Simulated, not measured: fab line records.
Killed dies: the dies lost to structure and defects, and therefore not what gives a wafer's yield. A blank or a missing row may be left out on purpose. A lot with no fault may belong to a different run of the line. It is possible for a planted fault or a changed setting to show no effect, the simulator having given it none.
fab line records	flow sky130
record: lots: 7	wafers: 21	last_day: 49
route steps=708 shown LOCAL_INTERCONNECT@405 CONTACT@406 PAD_OPEN@708
lots with no fault: from the same line, run without faults
start_h: hours from the record's first day to the start of the lot's first wafer shown	wait_h: time in hours since the lot's previous step	" unchanged from the row above	L1.1+2: one row covering several wafers at once	- value missing, or start not given	* or withheld: withheld	< > ~ a bound
route shown NAME@n: a module of which the file shows steps, and the number in the route of the first	usual: average and standard deviation across the fault-free wafers	same: alike in all rows	chamber/n: place in a boat	sites: the reading at each site	_std_site: how widely they spread, as a standard deviation	_edge_site: outer sites' mean less inner sites'	radius_mm: how far each site lies from the wafer's centre	mask NAME#n: copy n	behind: the most recent tool/chamber to have shaped the wafer	hold: what put the lot on hold/how long, in hours/how the hold closed	device: the n, p or np transistor that did not switch	end of line: tests of these same wafers at the route's end	step lacking rows: just its recipe	killed: dies lost to structure and defects at the first sort, not the wafer's yield	map: dies across one wafer; x = killed, . = not, _ = none there
set.NAME: setting as actually run; set.NAME@STEP: the setting as run at that earlier step	model.NAME: the simulator's own value behind a step, which no gauge read
certain route steps with their lots: each step a table, each wafer a row
services: the hour from which a tool's chamber was out of use, counted from the record's first day as start_h (under 0 if before that day), plus the number of hours and why
== steps ==
step: SKY_LOCAL_INTERCONNECT_CLEAN_18
recipe: chemistry: O3/DIW	dry: n2_spin
step: SKY_CONTACT_CVD_00
recipe: material: Si3N4	target_thk_nm: 75	temp_c: 400	time_s: withheld	rf_w: 450
usual: heater_power_w: 709/95
lot.wafer	tool	chamber	start_h	wait_h	heater_power_w
L612.3	pecvd-04	0	761.45	0.0	954
L612.4	"	1	"	"	716
L612.6	"	2	"	"	650
L613.2	pecvd-02	0	785.81	0.0	715
L613.3	"	0	"	"	711
L613.5	"	0	"	"	720
L617.1	pecvd-04	2	808.27	0.0	679
L617.4	"	1	"	"	664
L617.5	"	2	"	"	678
L618.1	pecvd-03	1	809.92	0.0	625
L618.2	"	0	"	"	703
L618.5	"	2	"	"	614
L622.3	pecvd-02	0	835.57	0.0	751
L622.4	"	2	"	"	606
L622.6	"	1	"	"	619
L625.1	pecvd-04	0	856.67	0.0	861
L625.2	"	1	"	"	692
L625.5	"	1	"	"	704
L626.1	pecvd-02	2	865.61	0.0	601
L626.3	"	1	"	"	619
L626.6	"	1	"	"	622
step: SKY_CONTACT_THK_MEAS_01
recipe: reads: Si3N4_of_CONTACT_CVD_00
usual: CONTACT_CVD_00_THK: 75.4/0.99
lot.wafer	tool	chamber	start_h	wait_h	CONTACT_CVD_00_THK[nm]
L612.3	film_metro-04	-	761.50	-	74.7
L612.4	"	-	"	"	76.7
L612.6	"	-	"	"	76.9
L613.2	film_metro-04	-	785.91	-	76.6
L613.3	"	-	"	"	76.2
L613.5	"	-	"	"	76.8
L617.1	film_metro-03	-	808.30	-	75.3
L617.4	"	-	"	"	76.0
L617.5	"	-	"	"	76.3
L618.1	film_metro-04	-	809.95	-	73.8
L618.2	"	-	"	"	73.0
L618.5	"	-	"	"	75.6
L622.3	film_metro-04	-	835.63	-	74.5
L622.4	"	-	"	"	75.6
L622.6	"	-	"	"	75.0
L625.1	film_metro-01	-	856.70	-	73.7
L625.2	"	-	"	"	76.0
L625.5	"	-	"	"	76.6
L626.1	film_metro-04	-	865.66	-	73.7
L626.3	"	-	"	"	75.6
L626.6	"	-	"	"	75.1
step: SKY_CONTACT_HDPCVD_02
recipe: material: SiO2	target_thk_nm: 565	sigma_open_frac: 0.3	time_s: 94.2	temp_c: 600	sih4_flow_sccm: 60	pressure_mtorr: 6
step: SKY_CONTACT_THK_MEAS_03
recipe: reads: SiO2_of_CONTACT_HDPCVD_02
usual: CONTACT_HDPCVD_THK: 567/5.5
lot.wafer	tool	chamber	start_h	wait_h	CONTACT_HDPCVD_THK[nm]
L612.3	film_metro-03	-	761.63	0.1	569
L612.4	"	-	"	"	567
L612.6	"	-	"	"	567
L613.2	film_metro-03	-	786.04	0.0	567
L613.3	"	-	"	"	562
L613.5	"	-	"	"	564
L617.1	film_metro-01	-	808.43	0.0	568
L617.4	"	-	"	"	555
L617.5	"	-	"	"	565
L618.1	film_metro-01	-	810.08	0.0	567
L618.2	"	-	"	"	568
L618.5	"	-	"	"	557
L622.3	film_metro-01	-	835.76	0.1	568
L622.4	"	-	"	"	562
L622.6	"	-	"	"	568
L625.1	film_metro-03	-	856.83	0.0	564
L625.2	"	-	"	"	572
L625.5	"	-	"	"	568
L626.1	film_metro-03	-	865.78	0.0	567
L626.3	"	-	"	"	574
L626.6	"	-	"	"	570
step: SKY_CONTACT_CMP_04
recipe: material: SiO2	down_force_psi: 4	platen_rpm: 60	pad_velocity_m_s: 0.94248
usual: motor_current_A: 12.3/1.8	slurry_flow_ml_min: 150.0/0.45	time_to_endpoint_s: 83/3.8
lot.wafer	tool	chamber	start_h	wait_h	motor_current_A	slurry_flow_ml_min	time_to_endpoint_s
L612.3	cmp-02	3	761.72	0.1	10.8	149.6	82
L612.4	"	1	"	"	14.6	150.0	82
L612.6	"	3	"	"	10.3	150.2	79
L613.2	cmp-02	1	786.09	0.0	14.0	149.8	84
L613.3	"	2	"	"	11.1	149.7	78
L613.5	"	2	"	"	10.8	149.7	78
L617.1	cmp-01	3	808.49	0.1	11.8	150.2	85
L617.4	"	1	"	"	10.2	149.4	79
L617.5	"	3	"	"	12.0	150.4	83
L618.2	cmp-01	2	810.24	0.1	12.4	149.9	80
L618.1	"	3	"	"	11.5	149.9	83
L618.5	"	0	"	"	12.2	149.1	73
L622.3	cmp-02	1	835.80	0.0	15.3	149.8	85
L622.4	"	3	"	"	11.0	149.6	79
L622.6	"	1	"	"	15.1	150.3	84
L625.1	cmp-01	3	856.94	0.1	11.4	150.6	85
L625.2	"	1	"	"	9.3	150.0	94
L625.5	"	3	"	"	11.4	150.0	90
L626.1	cmp-02	0	865.84	0.1	15.0	149.5	78
L626.3	"	1	"	"	14.4	150.6	83
L626.6	"	0	"	"	15.6	150.2	83
step: SKY_CONTACT_BOW_MEAS_05
recipe: mode: bow
usual: CONTACT_BOW: 82/7.3
lot.wafer	tool	chamber	start_h	wait_h	CONTACT_BOW[um]
L612.3	film_metro-03	-	762.01	0.2	73
L612.4	"	-	"	"	76
L612.6	"	-	"	"	70
L613.2	film_metro-03	-	786.41	0.3	79
L613.3	"	-	"	"	79
L613.5	"	-	"	"	80
L617.1	film_metro-04	-	808.79	0.2	79
L617.4	"	-	"	"	85
L617.5	"	-	"	"	78
L618.1	film_metro-03	-	810.44	0.1	63
L618.2	"	-	"	"	79
L618.5	"	-	"	"	70
L622.3	film_metro-04	-	836.14	0.3	81
L622.4	"	-	"	"	88
L622.6	"	-	"	"	93
L625.1	film_metro-01	-	857.19	0.2	96
L625.2	"	-	"	"	84
L625.5	"	-	"	"	86
L626.1	film_metro-04	-	866.14	0.2	87
L626.3	"	-	"	"	84
L626.6	"	-	"	"	82
step: SKY_CONTACT_DEHYDRATE_06
recipe: temp_c: 200	time_s: 60
step: SKY_CONTACT_HMDS_07
recipe: prime_time_s: 60	prime_temp_c: 120
step: SKY_CONTACT_COAT_08
recipe: resist: BARC	temp_c: withheld	time_s: withheld	spin_rpm: 3000	resist_thk_nm: 60
step: SKY_CONTACT_COAT_09
recipe: resist: KrF-thick	spin_rpm: 3000	resist_thk_nm: 450
step: SKY_CONTACT_SOFTBAKE_10
recipe: temp_c: 100	time_s: 90	resist: KrF-thick
step: SKY_CONTACT_EXPOSE_11
recipe: mask_id: CTM1	na: 0.8	source_shape: annular	sigma_inner: 0.55	sigma_outer: 0.85	target_cd_nm: 170	dose_mj: 38
usual: exposure_dose_mJ_cm2: 38.03/0.14
lot.wafer	tool	chamber	start_h	wait_h	mask	exposure_dose_mJ_cm2
L612.3	krf_scanner-02	0	775.70	-	CTM1#0	37.93
L612.4	"	0	"	"	CTM1#0	37.93
L612.6	"	0	"	"	CTM1#0	37.94
L613.2	krf_scanner-02	0	800.03	-	CTM1#0	37.94
L613.3	"	0	"	"	CTM1#0	37.99
L613.5	"	0	"	"	CTM1#0	37.91
L617.1	krf_scanner-02	0	822.93	-	CTM1#0	36.87
L617.4	"	0	"	"	CTM1#0	36.81
L617.5	"	0	"	"	CTM1#0	36.82
L618.1	krf_scanner-01	0	824.63	-	CTM1#0	38.22
L618.2	"	0	"	"	CTM1#0	38.27
L618.5	"	0	"	"	CTM1#0	38.23
L622.3	krf_scanner-02	0	850.22	-	CTM1#0	37.10
L622.4	"	0	"	"	CTM1#0	37.08
L622.6	"	0	"	"	CTM1#0	37.08
L625.1	krf_scanner-02	0	870.50	-	CTM1#0	37.23
L625.2	"	0	"	"	CTM1#0	37.22
L625.5	"	0	"	"	CTM1#0	37.22
L626.1	krf_scanner-01	0	879.49	-	CTM1#0	38.31
L626.3	"	0	"	"	CTM1#0	38.25
L626.6	"	0	"	"	CTM1#0	38.26
step: SKY_CONTACT_PEB_12
recipe: peb_temp_c: withheld	peb_time_s: withheld	resist: KrF-thick
step: SKY_CONTACT_DEVELOP_13
recipe: develop_time_s: 60	resist: KrF-thick	dev_temp_c: 21
step: SKY_CONTACT_CD_MEAS_14
recipe: target_cd_nm: 170
usual: cd_nm: 170.1/1.4
lot.wafer	tool	chamber	start_h	wait_h	hold	cd_nm
L612.3	cd_sem-01	-	789.25	-	-	171.6
L612.4	"	-	"	"	-	170.4
L612.6	"	-	"	"	-	171.4
L613.2	cd_sem-02	-	813.13	-	-	168.6
L613.3	"	-	"	"	-	169.4
L613.5	"	-	"	"	-	170.5
L617.1	cd_sem-01	-	835.76	-	-	164.6
L617.4	"	-	"	"	-	165.3
L617.5	"	-	"	"	-	165.9
L618.1	cd_sem-01	-	837.31	-	-	170.7
L618.2	"	-	"	"	-	171.6
L618.5	"	-	"	"	-	170.5
L622.3	cd_sem-02	-	862.86	-	await_dispo/0.2h/release	164.0
L622.4	"	-	"	"	await_dispo/0.2h/release	164.7
L622.6	"	-	"	"	await_dispo/0.2h/release	165.2
L622.3	cd_sem-02	-	863.15	0.3	-	164.3
L622.4	"	-	"	"	-	164.5
L622.6	"	-	"	"	-	165.6
L625.1	cd_sem-02	-	883.71	-	-	167.6
L625.2	"	-	"	"	-	166.7
L625.5	"	-	"	"	-	166.3
L626.1	cd_sem-02	-	892.26	-	-	170.3
L626.3	"	-	"	"	-	168.5
L626.6	"	-	"	"	-	168.3
step: SKY_CONTACT_OVL_MEAS_15
usual: CONTACT_OVL: -3/5
lot.wafer	tool	chamber	start_h	wait_h	CONTACT_OVL[nm]
L612.3	overlay-01	-	789.34	0.1	-2
L612.4	"	-	"	"	0
L612.6	"	-	"	"	0
L613.2	overlay-02	-	813.24	0.1	3
L613.3	"	-	"	"	5
L613.5	"	-	"	"	5
L617.1	overlay-02	-	835.88	0.1	-2
L617.4	"	-	"	"	-8
L617.5	"	-	"	"	-11
L618.1	overlay-02	-	837.43	0.1	-5
L618.2	"	-	"	"	-11
L618.5	"	-	"	"	-7
L622.3	overlay-01	-	863.24	0.1	6
L622.4	"	-	"	"	5
L622.6	"	-	"	"	0
L625.1	overlay-01	-	883.83	0.1	2
L625.2	"	-	"	"	-5
L625.5	"	-	"	"	-5
L626.1	overlay-02	-	892.38	0.1	-4
L626.3	"	-	"	"	-4
L626.6	"	-	"	"	-11
step: SKY_CONTACT_ETCH_16
recipe: chemistry: N2/H2	target: BARC	ion_energy_ev: 200	source_w: 500	bias_w: 100	pressure_mtorr: 30	n2_flow_sccm: 100	h2_flow_sccm: 200	stop_on: SiO2	time_s: 45.9	target_depth_a: 600
usual: bias_w: 100.0/0.32	chamber_pressure_mTorr: 30.00/0.046	drypump_motor_current_A: 5.7/0.36	oes_product_au: 0.855/0.0051	throttle_valve_pct: 13.225/0.0095
lot.wafer	tool	chamber	start_h	wait_h	bias_w	chamber_pressure_mTorr	drypump_motor_current_A	oes_product_au	rf_hours_counter_h	throttle_valve_pct	model.CONTACT.cd_nm
L612.3	rie_diel-01	2	789.37	0.0	100.7	29.95	6.1	0.849	41	13.227	171.3
L612.4	"	3	"	"	100.3	30.02	5.3	0.862	15	13.224	170.3
L612.6	"	2	"	"	100.1	30.04	6.1	0.847	-	13.227	171.9
L613.2	rie_diel-02	1	813.27	0.0	99.8	29.99	5.7	0.846	13	13.221	169.4
L613.3	"	2	"	"	99.9	30.02	6.4	0.850	15	13.220	168.6
L613.5	"	2	"	"	100.8	29.96	6.4	0.861	-	13.225	169.6
L617.1	rie_diel-03	2	835.92	0.0	100.0	30.03	5.7	0.850	11	13.229	164.5
L617.4	"	1	"	"	100.2	29.99	6.2	0.854	15	13.225	166
L617.5	"	2	"	"	100.0	30.01	5.7	0.850	-	13.226	165.7
L618.1	rie_diel-03	1	837.46	0.0	99.8	30.01	6.3	0.849	15	13.236	171.4
L618.2	"	3	"	"	99.8	29.97	5.6	0.859	20	13.206	170.5
L618.5	"	3	"	"	100.4	29.99	5.6	0.850	-	13.217	169.8
L622.3	rie_diel-03	1	863.27	0.0	100.1	29.97	6.2	0.854	16	13.214	165.4
L622.4	"	3	"	"	99.7	30.00	5.6	0.859	21	13.228	163.9
L622.6	"	1	"	"	100.0	29.99	6.2	0.852	-	13.230	166.3
L625.1	rie_diel-02	0	883.86	0.0	100.0	30.05	5.2	0.857	24	13.223	167.8
L625.2	"	2	"	"	99.7	30.02	6.5	0.859	17	13.234	166.7
L625.5	"	3	"	"	99.6	30.02	5.7	0.858	-	13.208	167.4
L626.1	rie_diel-03	3	892.42	0.0	99.4	29.99	5.6	0.854	22	13.230	169.1
L626.3	"	0	"	"	100.1	29.99	5.1	0.846	5	13.209	167.7
L626.6	"	3	"	"	99.6	29.98	5.6	0.850	-	13.226	167.2
step: SKY_CONTACT_ETCH_17
recipe: target: SiO2	chemistry: C4F8/O2/Ar	stop_on: Si3N4	mask_material: KrF-thick	source_w: 1500	bias_w: 1200	pressure_mtorr: 40	c4f8_flow_sccm: withheld	O2_flow_sccm: 6	Ar_flow_sccm: 300	time_s: withheld	target_depth_a: 3400
usual: bias_w: 1200/3.3	chamber_pressure_mTorr: 40.00/0.046	oes_product_au: 0.891/0.0047
lot.wafer	tool	chamber	start_h	wait_h	bias_w	chamber_pressure_mTorr	oes_product_au
L612.3	rie_diel-01	2	789.41	0.0	1199	40.00	0.887
L612.4	"	3	"	"	1200	40.05	0.886
L612.6	"	2	"	"	1200	40.00	0.892
L613.2	rie_diel-02	1	813.31	0.0	1196	40.01	0.899
L613.3	"	2	"	"	1206	39.95	0.891
L613.5	"	2	"	"	1203	40.10	0.882
L617.1	rie_diel-03	2	835.96	0.0	1202	40.02	0.890
L617.4	"	1	"	"	1201	40.00	0.893
L617.5	"	2	"	"	1200	40.00	0.904
L618.1	rie_diel-03	1	837.51	0.0	1206	40.00	0.889
L618.2	"	3	"	"	1194	40.02	0.889
L618.5	"	3	"	"	1197	40.06	0.892
L622.3	rie_diel-03	1	863.31	0.0	1205	39.97	0.889
L622.4	"	3	"	"	1201	39.95	0.887
L622.6	"	1	"	"	1205	40.04	0.891
L625.1	rie_diel-02	0	883.91	0.0	1207	39.98	0.884
L625.2	"	2	"	"	1195	40.08	0.891
L625.5	"	3	"	"	1197	40.05	0.891
L626.1	rie_diel-03	3	892.46	0.0	1198	39.97	0.879
L626.3	"	0	"	"	1197	40.00	0.890
L626.6	"	3	"	"	1199	39.95	0.892
step: SKY_CONTACT_ETCH_18
recipe: target: Si3N4	chemistry: CHF3/O2	stop_on: TiN	source_w: 600	bias_w: 200	pressure_mtorr: 40	chf3_flow_sccm: 50	O2_flow_sccm: 5	time_s: 39	target_depth_a: 750
usual: bias_w: 199.9/0.62	chamber_pressure_mTorr: 40.00/0.037	drypump_motor_current_A: 5.7/0.36	oes_product_au: 0.857/0.0083	throttle_valve_pct: 8.794/0.0095
lot.wafer	tool	chamber	start_h	wait_h	bias_w	chamber_pressure_mTorr	drypump_motor_current_A	oes_product_au	rf_hours_counter_h	throttle_valve_pct	model.CONTACT.cd_nm
L612.3	rie_diel-01	2	-	-	199.9	40.06	6.1	0.852	41	8.790	171
L612.4	"	3	"	"	199.8	40.05	5.3	0.859	16	8.787	170.2
L612.6	"	2	"	"	199.5	40.03	6.1	0.877	-	8.790	171.4
L613.2	rie_diel-02	1	-	-	200.5	39.97	5.8	0.867	13	8.815	169.2
L613.3	"	2	"	"	200.3	40.01	6.5	0.851	15	8.799	168.4
L613.5	"	2	"	"	198.9	40.11	6.4	0.871	-	8.788	169.7
L617.1	rie_diel-03	2	-	-	200.1	40.04	5.7	0.851	11	8.796	164.4
L617.4	"	1	"	"	199.9	40.00	6.2	0.868	15	8.791	166.1
L617.5	"	2	"	"	199.1	40.05	5.7	0.871	-	8.794	165.8
L618.1	rie_diel-03	1	-	-	199.9	40.03	6.2	0.849	15	8.787	171.6
L618.2	"	3	"	"	199.9	40.04	5.6	0.840	20	8.779	170.6
L618.5	"	3	"	"	199.7	39.96	5.6	0.861	-	8.790	169.8
L622.3	rie_diel-03	1	-	-	200.3	39.95	6.3	0.844	16	8.784	165.8
L622.4	"	3	"	"	200.2	40.02	5.6	0.862	21	8.814	164
L622.6	"	1	"	"	200.3	40.03	6.2	0.857	-	8.793	166.7
L625.1	rie_diel-02	0	-	-	199.9	39.94	5.2	0.849	24	8.805	167.8
L625.2	"	2	"	"	200.9	40.01	6.4	0.856	17	8.787	166.8
L625.5	"	3	"	"	200.0	39.98	5.7	0.865	-	8.801	167.1
L626.1	rie_diel-03	3	-	-	200.8	39.94	5.6	0.847	22	8.780	169.2
L626.3	"	0	"	"	198.8	40.00	5.1	0.854	5	8.802	167.8
L626.6	"	3	"	"	200.7	39.97	5.6	0.847	-	8.793	167.2
step: SKY_CONTACT_STRIP_19
recipe: chemistry: O2/N2	power_w: 1400	pressure_mtorr: 1500	platen_temp_c: withheld	o2_flow_sccm: 3000	n2_flow_sccm: 300	overash_fraction: 0.5
usual: chamber_pressure_mTorr: 1500.0/1.5	drypump_motor_current_A: 5.5/0.4	oes_product_au: 0.381/0.0041	strip_time_to_endpoint_s: 3.626/0.024
lot.wafer	tool	chamber	start_h	wait_h	chamber_pressure_mTorr	drypump_motor_current_A	oes_product_au	rf_hours_counter_h	strip_time_to_endpoint_s
L612.3	plasma_asher-01	1	789.53	-	1502.1	6.0	0.383	-	3.607
L612.4	"	0	"	"	1498.6	5.4	0.383	-	3.659
L612.6	"	0	"	"	1497.5	5.4	0.382	-	3.597
L613.2	plasma_asher-01	0	813.40	-	1498.3	5.4	0.382	7	3.629
L613.3	"	0	"	"	1500.4	5.4	0.384	-	3.699
L613.5	"	0	"	"	1499.0	5.4	0.383	-	3.681
L617.1	plasma_asher-01	0	836.05	-	1502.3	5.4	0.388	9	3.613
L617.4	"	0	"	"	1501.0	5.4	0.374	-	3.635
L617.5	"	0	"	"	1499.2	5.4	0.380	-	3.613
L618.1	plasma_asher-02	1	837.60	-	1501.2	5.7	0.384	41	3.631
L618.2	"	0	"	"	1501.6	5.5	0.378	41	3.590
L618.5	"	1	"	"	1498.8	5.8	0.383	-	3.621
L622.3	plasma_asher-02	1	863.43	-	1496.0	5.7	0.388	-	3.645
L622.4	"	0	"	"	1501.7	5.5	0.380	-	3.631
L622.6	"	1	"	"	1500.0	5.7	0.376	-	3.643
L625.1	plasma_asher-04	0	884.00	-	1500.5	5.2	0.385	77	3.613
L625.2	"	1	"	"	1501.0	4.7	0.383	77	3.642
L625.5	"	0	"	"	1498.2	5.2	0.383	-	3.598
L626.1	plasma_asher-01	1	892.55	-	1499.2	6.0	0.377	15	3.582
L626.3	"	1	"	"	1499.4	6.0	0.374	-	3.581
L626.6	"	1	"	"	1498.9	6.0	0.380	-	3.559
step: SKY_PAD_OPEN_PROBE_99
usual: killed_at_M0_to_M3: 42/6.6	killed_at_M4_up: 3.0/1.8	killed_at_contacts: 25/5.1	killed_at_front_end: 15/4.4	killed_at_other: 0.3/0.56	killed_dies: 86/8.6	killed_on_rim: 17/3.9	killed_open: 47/6.9	killed_short: 38/6
same: gross_dies: 492	killed_at_back_side: 0
lot.wafer	tool	chamber	start_h	wait_h	killed_at_M0_to_M3	killed_at_M4_up	killed_at_contacts	killed_at_front_end	killed_at_other	killed_dies	killed_on_rim	killed_open	killed_short
L613.2	prober-01	-	1131.98	0.1	37	4	25	16	0	82	20	46	36
L613.3	prober-01	-	1132.03	0.2	39	1	20	15	1	76	18	48	28
L613.5	prober-01	-	1132.13	0.2	41	2	17	15	0	75	16	47	28
L617.1	prober-01	-	1151.68	0.1	53	1	30	7	0	91	24	56	35
L617.4	prober-01	-	1151.83	0.2	37	2	30	10	0	79	17	40	39
L617.5	prober-01	-	1151.88	0.2	43	1	28	18	1	91	18	58	33
L618.1	prober-02	-	1152.63	0.1	36	3	23	11	1	74	15	39	35
L618.2	prober-02	-	1152.68	0.1	55	4	23	15	1	98	13	45	53
L618.5	prober-02	-	1152.83	0.2	41	4	22	20	0	87	16	47	40
L622.6	prober-02	-	1168.33	0.2	41	3	31	14	1	90	22	55	35
L625.5	prober-01	-	1183.01	0.2	38	2	22	13	1	76	16	36	40
killed by level:class
L613.2 VIA1:geometric_particle:open=10 LI_CONTACT:geometric_particle:open=7 VIA3:geometric_particle:open=7 FIELD_ISO:geometric_particle:short=6 CONTACT:geometric_particle:open=6 FIELD_ISO:geometric_particle:open=5 METAL2:geometric_particle:short=5 CONTACT:geometric_particle:short=4
L613.3 VIA1:geometric_particle:open=12 CONTACT:geometric_particle:open=9 VIA2:geometric_particle:open=6 VIA3:geometric_particle:open=6 CONTACT:geometric_particle:short=5 METAL1:geometric_particle:short=5 VIA2:geometric_particle:short=4 FIELD_ISO:geometric_particle:open=3
L613.5 VIA1:geometric_particle:open=10 VIA3:geometric_particle:open=7 CONTACT:geometric_particle:open=7 LI_CONTACT:geometric_particle:open=5 METAL1:geometric_particle:short=5 METAL2:geometric_particle:short=5 FIELD_ISO:geometric_particle:short=4 FIELD_ISO:geometric_particle:open=4
L617.1 LI_CONTACT:geometric_particle:open=15 VIA1:geometric_particle:open=14 VIA3:geometric_particle:open=10 CONTACT:geometric_particle:short=6 VIA2:geometric_particle:open=6 METAL2:geometric_particle:short=6 LOCAL_INTERCONNECT:geometric_particle:short=4 CONTACT:geometric_particle:open=4
L617.4 CONTACT:geometric_particle:open=10 METAL2:geometric_particle:short=7 VIA3:geometric_particle:open=6 LOCAL_INTERCONNECT:geometric_particle:short=6 VIA1:geometric_particle:open=6 LI_CONTACT:geometric_particle:open=5 VIA1:geometric_particle:short=5 VIA2:geometric_particle:open=5
L617.5 CONTACT:geometric_particle:open=17 VIA1:geometric_particle:open=12 VIA3:geometric_particle:open=8 FIELD_ISO:geometric_particle:open=6 VIA2:geometric_particle:short=5 LI_CONTACT:geometric_particle:open=4 VIA1:geometric_particle:short=4 METAL1:geometric_particle:short=4
L618.1 CONTACT:geometric_particle:open=11 CONTACT:geometric_particle:short=7 VIA1:geometric_particle:open=7 VIA2:geometric_particle:short=6 METAL3:geometric_particle:short=6 VIA3:geometric_particle:open=5 FIELD_ISO:geometric_particle:open=3 METAL1:geometric_particle:short=3
L618.2 METAL1:geometric_particle:short=13 VIA3:geometric_particle:open=9 LI_CONTACT:geometric_particle:open=7 CONTACT:geometric_particle:open=7 VIA1:geometric_particle:open=6 METAL2:geometric_particle:short=6 VIA2:geometric_particle:open=6 POLY_GATE:geometric_particle:short=5
L618.5 VIA2:geometric_particle:open=11 VIA1:geometric_particle:open=10 CONTACT:geometric_particle:open=9 POLY_GATE:geometric_particle:open=6 CONTACT:geometric_particle:short=6 POLY_GATE:geometric_particle:short=5 METAL2:geometric_particle:short=5 FIELD_ISO:geometric_particle:short=4
L622.6 CONTACT:geometric_particle:open=19 METAL2:geometric_particle:short=8 FIELD_ISO:geometric_particle:open=7 LI_CONTACT:geometric_particle:open=6 VIA1:geometric_particle:open=6 METAL1:geometric_particle:short=5 VIA2:geometric_particle:open=5 VIA3:geometric_particle:short=5
L625.5 METAL1:geometric_particle:short=10 CONTACT:geometric_particle:open=9 LI_CONTACT:geometric_particle:open=6 VIA1:geometric_particle:open=6 METAL2:geometric_particle:short=5 POLY_GATE:geometric_particle:short=4 LOCAL_INTERCONNECT:geometric_particle:short=4 VIA2:geometric_particle:short=4
== services ==
tool	chamber	start_h	hours	kind
cmp-02	-	744.00	4.0	pm
pecvd-03	1	752.43	10.3	repair
rie_diel-03	0	756.62	5.5	repair
plasma_asher-01	-	765.42	0.5	repair
cmp-02	-	769.29	1.8	repair
cmp-02	-	775.22	1.1	repair
cmp-01	-	776.88	5.4	pm
krf_scanner-02	-	778.99	21.0	pm
pecvd-02	2	783.73	10.9	repair
rie_diel-01	1	784.23	1.2	repair
krf_scanner-01	-	799.99	4.4	pm
krf_scanner-02	-	804.36	1.3	pm
krf_scanner-02	-	805.66	1.0	pm
krf_scanner-01	-	810.93	0.8	pm
rie_diel-01	0	811.05	5.0	repair
rie_diel-02	3	824.09	6.3	repair
rie_diel-02	1	829.79	5.2	repair
cmp-01	-	836.99	4.8	pm
krf_scanner-01	-	862.37	1.3	pm
krf_scanner-02	-	863.85	0.8	pm
rie_diel-01	2	878.85	34.8	repair
rie_diel-01	3	883.12	3.0	repair
krf_scanner-01	-	889.30	4.0	pm
krf_scanner-02	-	889.98	4.4	repair
== key ==
first_sign: step: SKY_CONTACT_EXPOSE_11	reading: exposure_dose_mJ_cm2	direction: down	sigmas: 6.9	usual: *	struck: *
effect: step: SKY_CONTACT_CD_MEAS_14	reading: cd_nm	direction: down	sigmas: 3.1	usual: 170.1	struck: 165.6	through: control_loop
model_effect: step: SKY_CONTACT_ETCH_16	value: CONTACT.cd_nm	without: 170.2	struck: 166
model_effect: step: SKY_CONTACT_ETCH_18	value: CONTACT.cd_nm	without: 170.3	struck: 166
met_at SKY_CONTACT_EXPOSE_11
struck_wafers L617.1,L617.4,L617.5,L622.3,L622.4,L622.6,L625.1,L625.2,L625.5
tester_left_out L617,L622,L625
loop_trim: step: SKY_CONTACT_EXPOSE_11	setting: dose	lots: L622,L625
onset_between 800.03 822.93
fault: kind: process_parameter_drift	tool: krf_scanner-02	chamber: -	onset_h: 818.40	steps: SKY_CONTACT_EXPOSE_11	channel: dose_mj	offset: -1.0556	shape: step	acts_in: these_recipes_only	stated: 38
tester_left_out: of these lots the tester's yield and bins aren't shown, on N5 and GAA mostly nor the transistor test; their killed dies are dies lost to structure and defects alone, not to doping, threshold or leakage, so they don't give the yield
loop_trim: a control loop set the setting to another value than it would have without faults
